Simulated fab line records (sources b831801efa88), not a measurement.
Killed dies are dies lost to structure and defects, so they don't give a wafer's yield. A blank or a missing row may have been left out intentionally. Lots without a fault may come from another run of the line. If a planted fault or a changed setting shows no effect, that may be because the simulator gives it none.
Chamber matching    flow gf180mcu    GF_HV_LDD_ETCHBACK_58 on rie-diel-01: 4 sister chambers
The step etches Si3N4 in CH3F/O2, stops on SiO2, time 100 s, target depth 90 nm. 15 wafers are shown with their chamber, then 7 later ones without.

== WAFERS, EACH WITH ITS CHAMBER ==
wafer   chamber  drypump-motor-current-A (A)  throttle-valve-pct (%)  oes-product-au (a.u.)
L511.2  1        5.0                          10.556                  0.827
L513.2  0        5.5                          10.564                  0.842
L513.4  1        5.1                          10.557                  0.839
L513.6  0        5.5                          10.558                  0.833
L520.2  2        4.8                          10.569                  0.850
L520.4  0        5.5                          10.570                  0.854
L520.6  1        5.0                          10.563                  0.849
L522.1  2        4.8                          10.580                  0.846
L522.3  1        5.0                          10.555                  0.840
L522.6  2        4.8                          10.562                  0.836
L525.2  1        5.1                          10.545                  0.848
L525.3  2        4.8                          10.560                  0.845
L525.5  3        5.0                          10.563                  0.835
L526.3  1        5.0                          10.549                  0.840
L526.5  1        5.1                          10.566                  0.841

SIGNATURES (means of the wafers above)
reading                  chamber 0  chamber 1  chamber 2  chamber 3  scatter within a chamber
drypump-motor-current-A  5.500      5.043      4.800      5.000      0.0395
throttle-valve-pct       10.56400   10.55586   10.56775   10.56300   0.00761
oes-product-au           0.84300    0.84057    0.84425    0.83500    0.00763
Rule: for each reading, subtract the chamber's mean from the wafer's reading, divide by that reading's scatter and square the result; add these up over the readings and take the root, which gives the wafer's distance from the chamber. If the next closest chamber is less than 2 further off than the closest, the wafer can't be placed; otherwise it belongs to the closest. How the scatter is found: for the shown wafers, subtract from each reading the mean of its chamber, square and add these, divide the total by (wafers less chambers), then take the root.

== WAFERS WITHOUT THEIR CHAMBER ==
wafer   drypump-motor-current-A (A)  throttle-valve-pct (%)  oes-product-au (a.u.)
L526.6  4.8                          10.563                  0.837
L529.1  5.0                          10.559                  0.842
L529.2  5.5                          10.551                  0.837
L529.6  5.0                          10.549                  0.840
L530.1  5.0                          10.562                  0.848
L530.2  5.5                          10.545                  0.841
L530.4  5.0                          10.566                  0.839

== WHICH CHAMBER EACH ONE RAN IN ==
wafer   from the rows above      in truth
L526.6  2                        2
L529.1  can't be placed: 3 or 1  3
L529.2  0                        0
L529.6  can't be placed: 1 or 3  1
L530.1  can't be placed: 1 or 3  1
L530.2  0                        0
L530.4  can't be placed: 3 or 1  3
Correct placement for 3 of the 7. Can't be placed from these rows: 4 (the true chamber is among the candidates in 4). Wrongly placed: 0.
